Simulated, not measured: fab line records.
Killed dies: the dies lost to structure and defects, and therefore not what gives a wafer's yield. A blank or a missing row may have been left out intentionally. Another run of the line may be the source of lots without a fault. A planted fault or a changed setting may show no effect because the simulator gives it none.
Which of the tools did it?    flow gf180mcu    Sampling: 13 lots, 39 wafers, 4 of 602 route steps

== WHAT THE GAUGES READ, wafer by wafer ==
GF_V5_RS_MEAS_24: the measuring method here is four-point-probe. Usual: for V5_W_RS the level is 0.329 ohm/sq and the standard deviation is 0.0033.
lot   measured      on            V5_W_RS (ohm/sq)   flag
L837  day 28 02:59  filmMetro-03  0.334 0.330 0.328  
L839  day 28 10:31  filmMetro-04  0.331 0.331 0.331  
L838  day 28 13:16  filmMetro-03  0.328 0.329 0.327  
L840  day 28 17:47  filmMetro-03  0.326 0.326 0.326  
L841  day 29 04:46  filmMetro-04  0.331 0.327 0.324  
L842  day 29 06:00  filmMetro-03  0.331 0.329 0.329  
L846  day 30 10:59  filmMetro-03  0.329 0.325 0.328  
L849  day 31 02:34  filmMetro-02  0.329 0.329 0.326  
L851  day 31 17:59  filmMetro-04  0.326 0.334 0.324  
L852  day 31 22:58  filmMetro-02  0.331 0.333 0.328  
L856  day 32 23:07  filmMetro-04  0.322 0.330 0.329  
L858  day 33 09:20  filmMetro-04  0.332 0.331 0.335  
L859  day 33 11:43  filmMetro-04  0.332 0.330 0.331  

GF_TOP_METAL_OVL_MEAS_15. Usual: for TOP_METAL_OVL the level is -0.3 nm and the standard deviation is 1.3.
lot   measured      on          TOP_METAL_OVL (nm)  flag
L837  day 28 23:10  overlay-02  0.7 -1.8 0.4        
L839  day 29 06:25  overlay-02  2.0 2.5 2.9         
L838  day 29 09:19  overlay-02  0.7 1.8 2.9         
L840  day 29 13:18  overlay-01  0.0 0.2 0.6         
L841  day 30 00:41  overlay-02  1.5 0.1 0.6         
L842  day 30 01:54  overlay-01  -1.1 -0.3 -1.1      
L846  day 31 05:32  overlay-01  -1.4 -2.5 -2.8      
L849  day 31 20:30  overlay-02  -1.4 -0.6 -0.5      
L851  day 32 11:38  overlay-01  1.3 0.7 1.7         
L852  day 32 16:33  overlay-02  0.6 1.4 1.8         
L856  day 33 15:21  overlay-01  -1.6 -2.7 -1.1      
L858  day 34 01:32  overlay-01  -1.6 -0.8 -1.7      
L859  day 34 03:52  overlay-02  -0.7 -1.3 -2.4      

== WHAT TOOL EACH LOT RAN ON (gives the tool, then ch and the chambers of the sampled wafers, and finally the start) ==
lot   GF_V3_CMP_26                   GF_V5_SPUTTER_22
L837  cmp-01 ch 0,3, day 23 10:39    pvdSputter-01, day 28 02:49
L839  cmp-01 ch 0,3, day 23 18:23    pvdSputter-04, day 28 10:18
L838  cmp-01 ch 1,2, day 23 22:41    pvdSputter-04, day 28 13:04
L840  cmp-02 ch 0,2,3, day 24 04:52  pvdSputter-03, day 28 17:38
L841  cmp-01 ch 0,3, day 24 15:28    pvdSputter-03, day 29 04:35
L842  cmp-02 ch 1,2,3, day 24 17:07  pvdSputter-04, day 29 05:50
L846  cmp-02 ch 1,2, day 26 02:05    pvdSputter-04, day 30 10:50
L849  cmp-02 ch 0,2,3, day 26 20:04  pvdSputter-04, day 31 02:25
L851  cmp-02 ch 0,2,3, day 27 12:52  pvdSputter-04, day 31 17:50
L852  cmp-01 ch 0,1,2, day 27 17:41  pvdSputter-01, day 31 22:49
L856  cmp-01 ch 0,1,3, day 29 00:11  pvdSputter-03, day 32 22:58
L858  cmp-01 ch 0,1,2, day 29 11:19  pvdSputter-01, day 33 09:11
L859  cmp-01 ch 1,2,3, day 29 15:15  pvdSputter-01, day 33 11:32
- GF_V3_CMP_26: polishes, stops on SiO2, t overpolish 15 s, target thk 0 nm.
- GF_V5_SPUTTER_22: material TiN, target thk 10 nm, time 40 s.

== AS READ BY THE TOOLS THEMSELVES (means over the sampled wafers that have a number; for cases with no such wafer, the mark the record gives instead) ==
GF_V3_CMP_26. Usual: edgeZonePressureFrac 1.000, standard deviation 0.0046; motorCurrentA 10.7 A, standard deviation 1; overpolishRunS 15.000 s, standard deviation 0.0084; timeToEndpointS 83 s, standard deviation 3.5.
lot   tool    edgeZonePressureFrac  motorCurrentA (A)  overpolishRunS (s)  timeToEndpointS (s)  flag
L837  cmp-01  1.001                 10.4               15.005              84                   
L839  cmp-01  1.002                 10.8               15.001              81                   
L838  cmp-01  0.998                 10.9               14.996              84                   
L840  cmp-02  0.998                 10.4               15.003              81                   
L841  cmp-01  1.002                 10.6               15.002              88                   
L842  cmp-02  0.998                 10.7               15.000              81                   
L846  cmp-02  1.002                 11.3               15.000              82                   
L849  cmp-02  0.997                 10.6               14.994              82                   
L851  cmp-02  1.001                 10.2               15.006              83                   
L852  cmp-01  1.005                 11.4               14.996              82                   
L856  cmp-01  1.000                 11.4               14.994              85                   
L858  cmp-01  1.001                 11.2               15.000              88                   
L859  cmp-01  0.998                 11.0               15.000              88                   

GF_V5_SPUTTER_22. Usual: throttleValvePct 30.2 %, standard deviation 1.
lot   tool           throttleValvePct (%)  flag
L837  pvdSputter-01  30.4                  
L839  pvdSputter-04  31.0                  
L838  pvdSputter-04  30.2                  
L840  pvdSputter-03  30.1                  
L841  pvdSputter-03  29.9                  
L842  pvdSputter-04  30.0                  
L846  pvdSputter-04  30.6                  
L849  pvdSputter-04  31.1                  
L851  pvdSputter-04  30.1                  
L852  pvdSputter-01  30.5                  
L856  pvdSputter-03  29.5                  
L858  pvdSputter-01  30.6                  
L859  pvdSputter-01  30.5                  

== THE ANSWER, worked out from the rows above alone ==
Rule: a lot is off if the mean of its wafers that have a number lies more than 3 standard deviations from the usual mean. A lot without any number at a reading at which 4 lots or more have one is off too. All remaining lots with rows at the step are treated as sound. The gauges are gone through in route order, then the tools' own readings, and for those a lot's mean is taken as printed above. At the first step where some lot is off, the reading lying furthest off is the one used; lots without a number count as furthest.
Nothing can be told from this: no lot is off at any reading shown.

== WHAT THE SIMULATOR HAD PUT IN ==
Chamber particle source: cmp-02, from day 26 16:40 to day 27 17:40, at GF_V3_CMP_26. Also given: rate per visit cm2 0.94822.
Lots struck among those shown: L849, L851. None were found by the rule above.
